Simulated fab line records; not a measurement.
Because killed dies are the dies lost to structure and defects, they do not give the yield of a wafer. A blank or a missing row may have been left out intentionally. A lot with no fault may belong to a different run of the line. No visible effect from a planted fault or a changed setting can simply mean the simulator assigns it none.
8D (eight disciplines) problem report, filled in by code || flow sky130 || the parts of the form that need people (team, actions taken, sign-off) are left out

1. THE ISSUE
Mean of oes_product_au at SKY_LOCAL_INTERCONNECT_METAL_ETCH_14: 0.884 a.u. across 4 wafers in 2 lots; on wafers with no fault it is 0.943 a.u. (standard deviation 0.0086). That puts it -6.9 standard deviations away from the usual mean.
The step: etches TiN in Cl2/BCl3, stops on PSG, target depth 110 nm, time 31.4 s.
First observed at day 33 08:11: wafer L666.1, on rie_metal-03. The record has a number at this step for 42 wafers belonging to 14 lots. By rule, "out" or "out of limits" means more than 4 standard deviations away from the usual mean. Any other wafer with a number is counted as sound.

2. WHAT IT IS AND WHAT IT IS NOT
{"question": "which readings at this step", "is": "oes_product_au", "is not": "bcl3_flow_sccm, drypump_motor_current_A, rf_fwd_power_W"}
{"question": "which lots", "is": "L666, L668", "is not": "L658, L659, L661, L671, L673, L674, L675, L676, L678, L679, L680, L681"}
{"question": "which wafers of those lots", "is": "L666.1, L666.4, L668.1, L668.4", "is not": "L666.5, L668.2"}
{"question": "read on which tools", "is": "rie_metal-03", "is not": "rie_metal-01, rie_metal-04"}
{"question": "when", "is": "from day 33 08:11", "is not": "up to then (10 sound wafers); but 28 sound wafers of L668, L671, L673, L674, L675, L676, L678, L679, L680, L681 came after"}

3. SUSPECTS, AND WHAT RULES EACH OUT
Counting: any tool at a process step up to the reading remains a suspect provided it ran every lot that is out. Sound lots after the first of them don't rule it out here, since some wafers of a struck lot are sound.
- rtp_anneal-02 at SKY_SD_N_RTA_14 (time 2 s): kept. It ran every lot that is out, first L666 (day 31 00:11).
- rie_metal-03 at SKY_LOCAL_INTERCONNECT_METAL_ETCH_14 (etches TiN in Cl2/BCl3, stops on PSG, target depth 110 nm, time 31.4 s): kept. It ran every lot that is out, first L666 (day 33 08:11). Out on those wafers are its own readings of oes_product_au.
After counting, rtp_anneal-02 at SKY_SD_N_RTA_14 and rie_metal-03 at SKY_LOCAL_INTERCONNECT_METAL_ETCH_14 remain.

4. THE CAUSE (what the simulator had put in)
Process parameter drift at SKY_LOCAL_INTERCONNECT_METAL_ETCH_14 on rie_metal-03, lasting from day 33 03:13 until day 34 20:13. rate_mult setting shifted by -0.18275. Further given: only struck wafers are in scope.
After counting, 2 suspects remain, this tool included.

5. THE EFFECT CHAIN, in route order
One row per reading whose mean, taken over the struck wafers that have a number, lies over 3 standard deviations from the usual. Readings are gone through only where the record gives a usual standard deviation; hours: the median, over the lots, of the time from a lot's start at the first step in this table giving one to that lot's start at this step; sigmas: the change measured in usual standard deviations.
{"hours": 0, "step": "SKY_LOCAL_INTERCONNECT_METAL_ETCH_14", "reading": "oes_product_au", "usual": "0.943 a.u.", "on struck wafers": 0.884, "change": -0.059, "sigmas": -6.9}
{"hours": 0, "step": "SKY_LOCAL_INTERCONNECT_METAL_ETCH_14", "reading": "throttle_valve_pct", "usual": "21.900 %", "on struck wafers": 21.931, "change": "+0.031", "sigmas": "+3.1"}
{"hours": 0, "step": "SKY_LOCAL_INTERCONNECT_STRIP_15", "reading": "strip_time_to_endpoint_s", "usual": "4.726 s", "on struck wafers": 4.820, "change": "+0.094", "sigmas": "+3.8"}
The process steps in it:
- SKY_LOCAL_INTERCONNECT_METAL_ETCH_14: etches TiN in Cl2/BCl3, stops on PSG, target depth 110 nm, time 31.4 s.
- SKY_LOCAL_INTERCONNECT_STRIP_15: strips in O2/N2.

6. HOW IT WOULD HAVE BEEN CAUGHT EARLIER
The fault began at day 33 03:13; the first out-of-limits reading in this record came at day 33 08:11, 5 hours later.
